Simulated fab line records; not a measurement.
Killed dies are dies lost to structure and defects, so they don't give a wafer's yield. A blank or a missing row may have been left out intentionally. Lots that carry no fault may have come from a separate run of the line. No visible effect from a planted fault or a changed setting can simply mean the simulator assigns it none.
Struck lot and sound lot, side by side | flow sky130 | 18 out of 708 route steps
Sound: these wafers, L397.2, L397.5, L397.6. Wafers struck: L406.4, L406.5, L406.6. The cause is given at the end.
Order at every step that has rows: each side's tool, ch and its chambers, its first start. Under that, the readings that differ: sound wafers | struck wafers | difference of the means | sigmas: that difference in standard deviations of wafers without a fault.
alike: readings with means less than 2 such deviations apart, plus words and numbers identical on both sides. not compared: withheld readings, readings lacking a value on some wafer, bounds such as >300 that could conceal the same value, and numbers that have no deviation in the record and whose values overlap.
Wherever a step has rows on one side only, a row that says differs or no value, or a row with sigmas, the two part there. Numbers that have no deviation but don't overlap get no sigmas and don't part them. Lack of a reading on every wafer of one side parts them only where that side has two or more wafers.

first, 3 steps without rows for these wafers: SKY_VIA1_EXPOSE_09 (exposes mask VIM, target cd 150 nm); SKY_VIA1_PEB_10; SKY_VIA1_DEVELOP_11 (develop time 61.76 s).
SKY_VIA1_CD_MEAS_12 targets a cd of 150 nm.
  sound on cdSem-01 at day 35 18:14; struck on cdSem-02 at day 38 14:23
reading   | sound             | struck            | difference | sigmas
cdNm (nm) | 147.2 146.1 147.4 | 150.9 152.9 151.1 | +4.7       | +3
SKY_VIA1_OVL_MEAS_13:
  sound on overlay-01 at day 35 18:21; struck on overlay-01 at day 38 14:28
  alike: VIA1_OVL
SKY_VIA1_ETCH_14: etches BARC in N2/H2, stops on SiO2, time 45.9 s, target depth 60 nm.
  sound on rieDiel-01 ch 0,1, day 35 18:23; struck on rieDiel-02 ch 0,1, day 38 14:29
reading                  | sound          | struck         | difference | sigmas
drypumpMotorCurrentA (A) | 6.57 6.56 5.43 | 5.65 5.88 5.66 | -0.46      | -2
  alike: oesProductAu, throttleValvePct
  not compared: rfHoursCounterH
SKY_VIA1_ETCH_15: etches SiO2 in C4F8/O2/Ar, stops on TiN, target depth 351 nm, time 54 s.
  sound on rieDiel-01 ch 0,1, day 35 18:25; struck on rieDiel-02 ch 0,1, day 38 14:31
  alike: oesProductAu
  not compared: rfHoursCounterH
SKY_VIA1_STRIP_16: strips in O2/N2.
  sound on plasmaAsher-03 ch 0,1, day 35 18:28; struck on plasmaAsher-04 ch 0,1, day 38 14:36
reading             | sound             | struck            | difference | sigmas
oesProductAu (a.u.) | 0.405 0.412 0.416 | 0.425 0.420 0.417 | +0.010     | +2
  alike: drypumpMotorCurrentA, stripTimeToEndpointS
  not compared: rfHoursCounterH
then, 3 steps without rows for these wafers: SKY_VIA1_STRIP_17 (strips in post etch residue remover, time 1200 s); SKY_VIA1_CLEAN_18 (cleans in IPA, time 180 s); SKY_VIA1_CLEAN_19 (cleans in O3/DIW).
SKY_VIA1_SPUTTER_20: material TiN, target thk 20 nm, time 80 s.
  sound on pvdSputter-01 at day 35 19:29; struck on pvdSputter-01 at day 38 15:17
  alike: throttleValvePct
SKY_VIA1_CVD_21: deposits W, target thk 270 nm, time 80.902 s.
  sound on cvdW-02 ch 0,1, day 35 19:33; struck on cvdW-02 ch 0,1, day 38 15:22
reading                           | sound           | struck            | difference | sigmas
model.W_of_VIA1_CVD_21.thkNm (nm) | 266.9 268 278.1 | 234.4 237.2 241.8 | -33.2      | 
  alike: heaterPowerW
SKY_VIA1_RS_MEAS_22: uses a four-point probe to measure.
  sound on filmMetro-04 at day 35 19:40; struck on filmMetro-01 at day 38 15:29
reading            | sound             | struck            | difference | sigmas
VIA1_W_RS (ohm/sq) | 0.430 0.429 0.413 | 0.491 0.486 0.477 | +0.061     | +9
SKY_VIA1_THK_MEAS_23: measures by xrf.
  sound on filmMetro-04 at day 35 19:46; struck on filmMetro-01 at day 38 15:35
reading         | sound       | struck      | difference | sigmas
VIA1_W_THK (nm) | 272 272 282 | 238 241 245 | -34        | -7
SKY_VIA1_CMP_24: polishes, stops on SiO2, t overpolish 15 s, target thk 0 nm.
  sound on cmp-02 ch 0,2,3, day 35 19:55; struck on cmp-01 ch 0,3, day 38 15:37
reading             | sound          | struck         | difference | sigmas
timeToEndpointS (s) | 69.1 65.0 67.5 | 56.4 52.6 58.3 | -11.4      | -4
  alike: motorCurrentA
SKY_METAL2_SPUTTER_00: material Ti, target thk 15 nm, time 10 s.
  sound on pvdSputter-03 at day 35 20:07; struck on pvdSputter-03 at day 38 15:55
  alike: throttleValvePct
following that, these wafers have no rows for 1 step: SKY_PAD_OPEN_PROBE_99.

## WHERE THEY PART
Last at SKY_VIA1_CMP_24 as far as this record goes, first at SKY_VIA1_CD_MEAS_12. Later steps at which nothing parts them and some readings are alike: SKY_METAL2_SPUTTER_00.

WHY: what had been put in by the simulator
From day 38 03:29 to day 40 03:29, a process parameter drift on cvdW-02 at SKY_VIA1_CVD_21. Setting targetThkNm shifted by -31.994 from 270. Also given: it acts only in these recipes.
